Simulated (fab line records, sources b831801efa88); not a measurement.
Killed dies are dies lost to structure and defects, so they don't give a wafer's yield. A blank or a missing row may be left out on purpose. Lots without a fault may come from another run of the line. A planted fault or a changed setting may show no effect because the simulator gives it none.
A struck lot beside a sound one | flow sky130 | 44 steps out of a route of 708
Sound: wafers L585.1, L585.2, L585.6. Struck: wafers L590.2, L590.4, L590.6. The cause comes at the end.
At each step with rows: each side's tool, then ch and its chambers, then its first start. Under that, the readings that differ: sound wafers | struck wafers | difference of the means | sigmas: that difference in standard deviations of wafers without a fault.
alike: readings whose means differ by less than 2 such deviations, and words and numbers that are the same on both sides. not compared: withheld readings, readings that some wafer has no value for, bounds like >300 that may hide the same value, and numbers for which the record gives no deviation and whose values overlap.
The two part at a step that has a row with sigmas, a row that says differs or no value, or rows on one side only. Numbers that don't overlap but have no deviation are shown without sigmas and don't part them. A reading that every wafer of one side lacks parts them only if that side has two wafers or more.

first, 4 steps without rows for these wafers: SKY_LDD_LDN_SOFTBAKE_03 (time 60 s); SKY_LDD_LDN_EXPOSE_04 (exposes mask LDNTM, target cd 700 nm); SKY_LDD_LDN_PEB_05; SKY_LDD_LDN_DEVELOP_06 (develop time 60 s).
SKY_LDD_LDN_OVL_MEAS_07:
  sound on overlay-01, day 24 23:46; struck on overlay-02, day 26 05:22
  alike: LDD_LDN_OVL
then, 4 steps without rows for these wafers: SKY_LDD_LDN_IMPLANT_08; SKY_LDD_LDN_IMPLANT_09; SKY_LDD_LDN_IMPLANT_10; SKY_LDD_LDN_IMPLANT_11.
SKY_LDD_LDN_STRIP_12: strips in O2/N2.
  sound on plasma_asher-01 ch 0,1, day 25 00:25; struck on plasma_asher-04 ch 0,1, day 26 05:59
  alike: drypump_motor_current_A, oes_product_au, strip_time_to_endpoint_s
  not compared: rf_hours_counter_h
SKY_LDD_LDN_TW_MEAS_13:
  sound on film_metro-03, day 25 00:31; struck on film_metro-02, day 26 06:06
  alike: LDD_LDN_TW
then, 1 step without rows for these wafers: SKY_LDD_LDN_CLEAN_14 (cleans in SC1/SC2, time 150 s).
SKY_SPACER_CVD_00: deposits Si3N4 from DCS/NH3, target thk 43.1 nm, time 740 s.
  sound on lpcvd-02 ch 1, day 25 00:49; struck on lpcvd-02 ch 0, day 26 06:16
  reading                                  | sound             | struck            | difference | sigmas
  spike_tc_bottom_C (C)                    | 789.5 792.1 790.8 | 772.0 772.3 773.5 | -18.2      | -9
  spike_tc_centre_C (C)                    | 771.7 768.9 770.6 | 752.9 752.6 752.9 | -17.6      | -16
  spike_tc_lower_C (C)                     | 769.8 769.7 769.2 | 753.2 752.3 754.3 | -16.3      | -15
  spike_tc_top_C (C)                       | 780 778 780       | 772 769 771       | -9         | -3
  spike_tc_upper_C (C)                     | 772.7 771.2 773.8 | 754.6 752.8 755.0 | -18.4      | -11
  susceptor_temp_C (C)                     | 770.1 769.5 770.1 | 754.4 754.1 754.1 | -15.7      | -51
  zone_power_centre_pct (%)                | 15.1 14.9 15.2    | 13.7 13.9 14.0    | -1.2       | -3
  model.Si3N4_of_SPACER_CVD_00.thk_nm (nm) | 42.41 42.86 42.85 | 31.28 31.59 31.83 | -11.14     |
  alike: zone_power_upper_pct
SKY_SPACER_THK_MEAS_01:
  sound on film_metro-03, day 25 02:01; struck on film_metro-04, day 26 07:29
  reading                | sound          | struck         | difference | sigmas
  SPACER_CVD_00_THK (nm) | 42.4 42.9 42.8 | 31.3 31.6 31.8 | -11.1      | -24
SKY_SPACER_ETCHBACK_02: etches Si3N4 in CH3F/O2, stops on SiO2, time 46.7 s, target depth 45 nm.
  sound on rie_diel-04 ch 1,3, day 25 02:04; struck on rie_diel-01 ch 0,2, day 26 07:32
  reading                  | sound                | struck               | difference | sigmas
  oes_product_au (a.u.)    | 0.847 0.839 0.848    | 0.734 0.724 0.729    | -0.116     | -16
  throttle_valve_pct (%)   | 10.563 10.569 10.573 | 10.546 10.560 10.545 | -0.018     | -2
  model.etch.depth_nm (nm) | 42.41 42.86 42.85    | 31.28 31.59 31.83    | -11.14     |
  alike: drypump_motor_current_A
  not compared: rf_hours_counter_h
then, 8 steps without rows for these wafers: SKY_POLY_CUT_DEHYDRATE_00 (time 60 s); SKY_POLY_CUT_HMDS_01 (prime time 60 s); SKY_POLY_CUT_COAT_02 (resist thk 60 nm); SKY_POLY_CUT_COAT_03 (resist thk 450 nm); SKY_POLY_CUT_SOFTBAKE_04 (time 90 s); SKY_POLY_CUT_EXPOSE_05 (exposes mask NPCM, target cd 270 nm); SKY_POLY_CUT_PEB_06; SKY_POLY_CUT_DEVELOP_07 (develop time 60 s).
SKY_POLY_CUT_CD_MEAS_08: target cd 270 nm.
  sound on cd_sem-01, day 26 07:19; struck on cd_sem-01, day 27 12:15
  reading    | sound             | struck            | difference | sigmas
  cd_nm (nm) | 268.6 268.2 267.1 | 270.9 272.8 272.0 | +3.9       | +2
SKY_POLY_CUT_OVL_MEAS_09:
  sound on overlay-02, day 26 07:26; struck on overlay-01, day 27 12:22
  alike: POLY_CUT_OVL
SKY_POLY_CUT_ETCH_10: etches BARC in N2/H2, stops on SiO2, time 45.9 s, target depth 60 nm.
  sound on rie_diel-03 ch 2,3, day 26 07:28; struck on rie_diel-01 ch 0,3, day 27 12:23
  alike: drypump_motor_current_A, oes_product_au, throttle_valve_pct
  not compared: rf_hours_counter_h
SKY_POLY_CUT_ETCH_11: etches Si3N4 in CF4/CH2F2/Ar, stops on poly-Si, time 42.5 s, target depth 60 nm.
  sound on rie_diel-03 ch 2,3, day 26 07:31; struck on rie_diel-01 ch 0,3, day 27 12:26
  alike: cf4_flow_sccm, drypump_motor_current_A, oes_product_au, throttle_valve_pct
  not compared: rf_hours_counter_h
SKY_POLY_CUT_STRIP_12: strips in O2/N2.
  sound on plasma_asher-02 ch 0,1, day 26 07:33; struck on plasma_asher-04 ch 0, day 27 12:28
  alike: drypump_motor_current_A, oes_product_au, strip_time_to_endpoint_s
  not compared: rf_hours_counter_h
then, 7 steps without rows for these wafers: SKY_SD_P_DEHYDRATE_00 (time 60 s); SKY_SD_P_HMDS_01 (prime time 60 s); SKY_SD_P_COAT_02 (resist thk 1140 nm); SKY_SD_P_SOFTBAKE_03 (time 60 s); SKY_SD_P_EXPOSE_04 (exposes mask PSDM, target cd 380 nm); SKY_SD_P_PEB_05; SKY_SD_P_DEVELOP_06 (develop time 60 s).
SKY_SD_P_CD_MEAS_07: target cd 380 nm.
  sound on cd_sem-02, day 27 12:28; struck on cd_sem-01, day 28 16:56
  alike: cd_nm
SKY_SD_P_OVL_MEAS_08:
  sound on overlay-01, day 27 12:35; struck on overlay-01, day 28 17:02
  alike: SD_P_OVL
then, 1 step without rows for these wafers: SKY_SD_P_IMPLANT_09.
SKY_SD_P_STRIP_10: strips in O2/N2.
  sound on plasma_asher-04 ch 0,1, day 27 12:47; struck on plasma_asher-03 ch 0, day 28 17:13
  alike: drypump_motor_current_A, oes_product_au, strip_time_to_endpoint_s
  not compared: rf_hours_counter_h
SKY_SD_P_TW_MEAS_11:
  sound on film_metro-01, day 27 12:53; struck on film_metro-03, day 28 17:19
  reading | sound          | struck         | difference | sigmas
  SD_P_TW | 2846 2831 2854 | 2791 2802 2804 | -45        | -3
then, 2 steps without rows for these wafers: SKY_RES_XHIGH_DEHYDRATE_00 (time 60 s); SKY_RES_XHIGH_HMDS_01 (prime time 60 s).
-- the record jumps here: 2 days lie between the struck wafers' starts before and after (it left off in module RES_XHIGH and takes up again in module SALICIDE, whose first step shown is number 361 of the route) --
SKY_SALICIDE_CLEAN_00: cleans in HF-last, time 30 s.
  sound on wet_bench-02 ch 1, day 29 21:55; struck on wet_bench-03 ch 0, day 31 01:32
  reading                                  | sound             | struck            | difference | sigmas
  model.Si3N4_of_SPACER_CVD_00.thk_nm (nm) | 41.42 41.87 41.86 | 30.29 30.61 30.85 | -11.13     |
-- the record jumps here: 17 days lie between the struck wafers' starts before and after (it left off in module SALICIDE and takes up again in module PAD_OPEN, whose first step shown is number 708 of the route) --
SKY_PAD_OPEN_PROBE_99:
  sound on prober-01, day 47 07:08; struck on prober-02, day 48 03:34
  reading                                 | sound             | struck            | difference | sigmas
  killed_at_front_end                     | 21 21 17          | 8 11 9            | -10        | -2
  model.etest.pfet_01v8.r_on_ohm_um       | 2953 2966 3038    | 2662 2536 2605    | -385       |
  model.etest.pfet_g5v0d10v5.r_on_ohm_um  | 4729 4745 4766    | 4615 4528 4629    | -156       |
  model.etest.nfet_g5v0d10v5.r_on_ohm_um  | 1882 1887 1897    | 1798 1778 1800    | -97        |
  model.etest.sonos_uncharged.r_on_ohm_um | 804.1 805.3 826.1 | 745.6 730.2 741.4 | -72.8      |
  model.etest.pfet_01v8.drive_ua_um       | 187.7 186.4 180.6 | 212.1 224.8 217.7 | +33.3      |
  model.etest.nfet_01v8_lvt.drive_ua_um   | 569.6 571.6 564.3 | 599.3 611 598.1   | +34.3      |
  model.etest.sram_pfet_latch.drive_ua_um | 143.3 139.8 131.5 | 162 167.3 160.9   | +25        |
  alike: killed_at_M0_to_M3, killed_at_M4_up, killed_at_contacts, killed_at_other, killed_dies, killed_open, killed_short
  not compared: model.etest.res_pdiff.line_ohm_um

WHERE THEY PART
First at SKY_SPACER_CVD_00; last, within this record, at SKY_PAD_OPEN_PROBE_99.

WHY: what the simulator had put in
Process parameter drift: lpcvd-02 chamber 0, from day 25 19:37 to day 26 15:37, at SKY_SPACER_CVD_00. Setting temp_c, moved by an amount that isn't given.
